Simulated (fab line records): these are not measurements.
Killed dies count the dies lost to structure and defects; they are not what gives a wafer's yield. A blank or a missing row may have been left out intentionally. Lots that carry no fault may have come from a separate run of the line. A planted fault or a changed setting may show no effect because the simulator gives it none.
A single fault, viewed from 2 desks -- flow sfq_line -- each desk holds nothing but its own numbers, with what lay behind them at the end

## THE METROLOGY DESK
What the gauges read, lot by lot, whatever tool the lot ran on: means of the sampled wafers that have a number. Any lot whose mean is over 4 standard deviations away from the usual mean is out of limits and marked OUT; that distance is given in the brackets.
Columns: A = M4_OVL at SFQ_M4_OVL_MEAS_926, usual 1 nm; B = JJ_NB_RS at SFQ_JJ_RS_MEAS_929, usual 1.046 ohm/sq; C = R5_MONX_RS at SFQ_R5_RS_MEAS_933, usual 7.04 ohm/sq
lot,first seen here,A,B,C
L889,day 45 21:53,-1,1.030,7.11
L890,day 46 02:23,-1,1.053,6.94
L891,day 46 03:36,3,1.012,7.02
L892,day 46 06:06,0,1.043,7.01
L895,day 47 02:36,-4,1.052,6.98
L896,day 47 04:59,-2,1.047,7.02
L897,day 48 14:45,1,1.039,7.03
L898,day 48 23:09,1,1.048,6.93
L899,day 49 03:30,3,1.058,7.14
L900,day 49 14:28,-4,1.043,7.13
L901,day 49 21:30,5,1.057,7.01
L908,day 51 19:20,6,0.770 (-21) OUT,7.04
L909,day 51 20:32,4,0.758 (-22) OUT,7.05
L910,day 52 20:24,1,1.044,6.95
L911,day 52 21:45,9,0.766 (-22) OUT,7.00
This desk's result: L908, L909, L911 out of limits, first on L908 (JJ_NB_RS at SFQ_JJ_RS_MEAS_929), day 57 17:55. L889, L890, L891, L892, L895, L896, L897, L898, L899, L900, L901, L910: within limits.

## FOR THE TOOL OWNER'S DESK: pvd_sputter-06
The tool's own readings at SFQ_TRILAYER_JJ_TRILAYER_DEP_SPUTTER_112 (material Nb, target thk 170 nm, time 113.3 s): means of the sampled wafers that have a number, for each lot that ran on this tool. Any lot whose mean is over 4 standard deviations away from the usual mean is out of limits and marked OUT; that distance is given in the brackets.
Columns: A = throttle_valve_pct at SFQ_TRILAYER_JJ_TRILAYER_DEP_SPUTTER_112, usual 30.1 %
lot,first seen here,A
L890,day 52 01:03,29.7
L895,day 52 21:23,30.2
L897,day 54 07:04,30.1
L899,day 54 17:08,30.5
L901,day 55 20:43,30.4
L908,day 57 17:49,29.9
L909,day 57 20:13,30.6
L911,day 58 19:37,30.3
Result from this desk: across the 8 lots, nothing is out of limits.

## PUT TOGETHER
Metrology desk: alarm possible at day 57 17:55 on L908, L909, L911.
Nothing out of limits was seen by the tool owner's desk.
On record at the tool owner's desk: L908, L909, L911, within its limits.
The lots listed all ran SFQ_TRILAYER_JJ_TRILAYER_DEP_SPUTTER_112 on pvd_sputter-06.

## WHAT WAS PUT IN BY THE SIMULATOR
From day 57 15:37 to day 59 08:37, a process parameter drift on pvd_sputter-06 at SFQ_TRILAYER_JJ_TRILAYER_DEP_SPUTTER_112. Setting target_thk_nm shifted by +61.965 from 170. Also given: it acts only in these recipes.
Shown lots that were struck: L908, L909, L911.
Time in hours between the start of the fault and the first out-of-limits reading at each desk: metrology desk, 2.
